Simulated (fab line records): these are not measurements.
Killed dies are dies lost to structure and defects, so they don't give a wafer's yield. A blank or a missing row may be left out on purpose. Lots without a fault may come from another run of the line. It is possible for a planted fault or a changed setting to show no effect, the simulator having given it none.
Matching of chambers | flow gf180mcu | 4 sister chambers for GF_SAB_ETCH_11 on rie diel-03
The step etches SiO2 in C4F8/O2/Ar, target depth 55 nm, time 8.5 s. 7 wafers are shown with their chamber, then 7 later ones without.

== WAFERS PAIRED WITH THEIR CHAMBERS ==
wafer  | chamber | oes product au (a.u.) | chamber pressure mTorr (mTorr)
L078.3 | 0       | 0.995                 | 40.00
L079.4 | 1       | 1.012                 | 39.96
L088.2 | 3       | 0.974                 | 39.99
L088.4 | 2       | 0.988                 | 40.09
L088.5 | 2       | 0.988                 | 39.99
L089.1 | 1       | 1.016                 | 40.06
L089.2 | 3       | 0.986                 | 39.97

== WAFERS WITHOUT THEIR CHAMBER ==
wafer  | oes product au (a.u.) | chamber pressure mTorr (mTorr)
L089.4 | 0.996                 | 40.00
L092.2 | 0.990                 | 40.01
L092.4 | 1.009                 | 40.00
L092.6 | 0.977                 | 40.04
L093.2 | 0.975                 | 40.01
L093.5 | 1.029                 | 39.94
L093.6 | 0.981                 | 40.08

== CHAMBER TAKEN BY EACH ==
wafer  | from the rows above          | in truth
L089.4 | can't be placed: 0 or 2      | 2
L092.2 | can't be placed: 2 or 0 or 3 | 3
L092.4 | can't be placed: 1 or 0      | 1
L092.6 | can't be placed: 3 or 2      | 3
L093.2 | can't be placed: 3 or 2      | 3
L093.5 | 1                            | 1
L093.6 | can't be placed: 2 or 3 or 0 | 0
Correct placement for 1 of the 7. Can't be placed from these rows: 6 (the true chamber is among the candidates in 6). Wrongly placed: 0.
How it was worked out, from the rows above alone: a wafer's distance from a chamber is the root of the sum, over the readings, of the square of ((its reading less the chamber's mean) divided by the reading's scatter). If the next closest chamber is less than 2 further off than the closest, the wafer can't be placed; otherwise it belongs to the closest. A chamber's mean is the mean of its shown wafers. The scatter: take each reading less its chamber's mean, square it, sum over the shown wafers, divide by the number of wafers less the number of chambers, and take the root.
